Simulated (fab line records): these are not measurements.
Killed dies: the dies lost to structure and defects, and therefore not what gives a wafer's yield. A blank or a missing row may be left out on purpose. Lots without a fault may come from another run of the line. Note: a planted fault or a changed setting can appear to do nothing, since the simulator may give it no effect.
The tool behind it: which one? / flow sky130 / at 1 step of a route of 708, 6 lots with 18 wafers sampled

## WHAT THE GAUGES READ, wafer by wafer
SKY_METAL2_THK_MEAS_06: measures by xrf.
lot=L594; measured=day 35 10:57; on=film_metro-03; METAL2_ALCU_THK (nm)=253 254 248
lot=L597; measured=day 36 09:02; on=film_metro-01; METAL2_ALCU_THK (nm)=253 252 251
lot=L599; measured=day 37 05:16; on=film_metro-03; METAL2_ALCU_THK (nm)=250 255 254
lot=L601; measured=day 37 14:20; on=film_metro-01; METAL2_ALCU_THK (nm)=257 257 257
lot=L603; measured=day 38 11:18; on=film_metro-04; METAL2_ALCU_THK (nm)=251 248 248
lot=L612; measured=day 40 17:05; on=film_metro-04; METAL2_ALCU_THK (nm)=255 255 253

## WHAT TOOL EACH LOT RAN ON (gives the tool, then ch and the chambers of the sampled wafers, and finally the start)
Record: no process step prior to these readings.

## THE ANSWER, worked out from the rows above alone
Rule: what is usual is taken from the lots themselves. The widest of any qualifying gaps counts: lots, ordered by their means at a reading, are off when they make up no more than a third of the lots, leave a main group of 4 or more, and stand apart from it by 3 or more times the standard deviation of that group's means. If all means in a main group match to the digits the tables above print for the reading, that group is not used. Also off: a lot with no number at a reading for which 4 or more lots have one. Any other lot the step has rows for is counted as sound.
Nothing can be told from this: no lot is off at any reading shown.

## WHAT THE SIMULATOR HAD INSERTED
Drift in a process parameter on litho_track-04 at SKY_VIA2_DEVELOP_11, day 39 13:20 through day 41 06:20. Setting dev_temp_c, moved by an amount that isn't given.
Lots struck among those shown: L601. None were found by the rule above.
